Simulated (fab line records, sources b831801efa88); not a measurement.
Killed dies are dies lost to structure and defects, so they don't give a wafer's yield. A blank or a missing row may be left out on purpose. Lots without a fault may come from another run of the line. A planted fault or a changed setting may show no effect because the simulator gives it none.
Problem report in the 8D (eight disciplines) form, filled by code | flow gf180mcu | the parts of the form that need people (team, actions taken, sign-off) are left out

1. THE PROBLEM
temp_c at GF_SAB_WET_ETCH_12 reads a mean of 19.38 C on 6 wafers of 2 lots; wafers without a fault read 25.01 C with a standard deviation of 0.11. That is -51 standard deviations from the usual mean.
The step: etches SiO2 in dHF, target depth 22 nm, time 440 s.
First seen on wafer L885.2, day 18 01:53, on wet_bench-02. The record holds 42 wafers of 14 lots with a number at this step. Rule for "out", or "out of limits": more than 4 standard deviations from the usual mean. The other wafers with a number count as sound.

2. WHAT IT IS AND WHAT IT IS NOT
question                    | is                         | is not
which readings at this step | temp_c, bath_heat_duty_pct | -
which lots                  | L885, L886                 | L878, L879, L881, L882, L884, L894, L895, L896, L897, L898, L899, L900
which wafers of those lots  | all that have a number     | -
read on which tools         | wet_bench-02               | wet_bench-01, wet_bench-04
when                        | from day 18 01:53          | up to then (15 sound wafers); but 21 sound wafers of L894, L895, L896, L897, L898, L899, L900 came after

3. SUSPECTS, AND WHAT RULES EACH OUT
Counting: a tool at a process step up to the reading stays a suspect if it ran every lot that is out and no sound lot after the first of them.
- rtp_anneal-02 at GF_PSD_RTA_13 (time 20 s): ruled out as a lasting fault. Sound lots L894, L896, L900 ran on it after its first lot that is out, L885 (day 17 03:36).
- wet_bench-02 at GF_SAB_WET_ETCH_12 (etches SiO2 in dHF, target depth 22 nm, time 440 s): ruled out as a lasting fault. Sound lots L899 ran on it after its first lot that is out, L885 (day 18 01:53).
Left after counting: nothing in the record.

4. THE CAUSE (what the simulator had put in)
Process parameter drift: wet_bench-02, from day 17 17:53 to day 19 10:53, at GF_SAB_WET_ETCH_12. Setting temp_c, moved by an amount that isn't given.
Counting ruled it out, wrongly.

5. THE CHAIN OF EFFECTS, in route order
Each row: a reading whose mean over the struck wafers that have a number lies more than 3 standard deviations from the usual. Only readings for which the record gives a usual standard deviation are gone through. hours: the time from each lot's start at the first step in this table that gives one to its start at this step, as a median over the lots. sigmas: the change in usual standard deviations.
hours | step               | reading            | usual   | on struck wafers | change | sigmas
0     | GF_SAB_WET_ETCH_12 | bath_heat_duty_pct | 6.2 %   | 0.0              | -6.2   | -10
0     | GF_SAB_WET_ETCH_12 | temp_c             | 25.01 C | 19.38            | -5.63  | -51
The process steps in it:
- GF_SAB_WET_ETCH_12: etches SiO2 in dHF, target depth 22 nm, time 440 s.

6. WHAT WOULD HAVE CAUGHT IT SOONER
In this record the first reading out of limits was taken at day 18 01:53, 8 hours after the fault began at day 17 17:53.
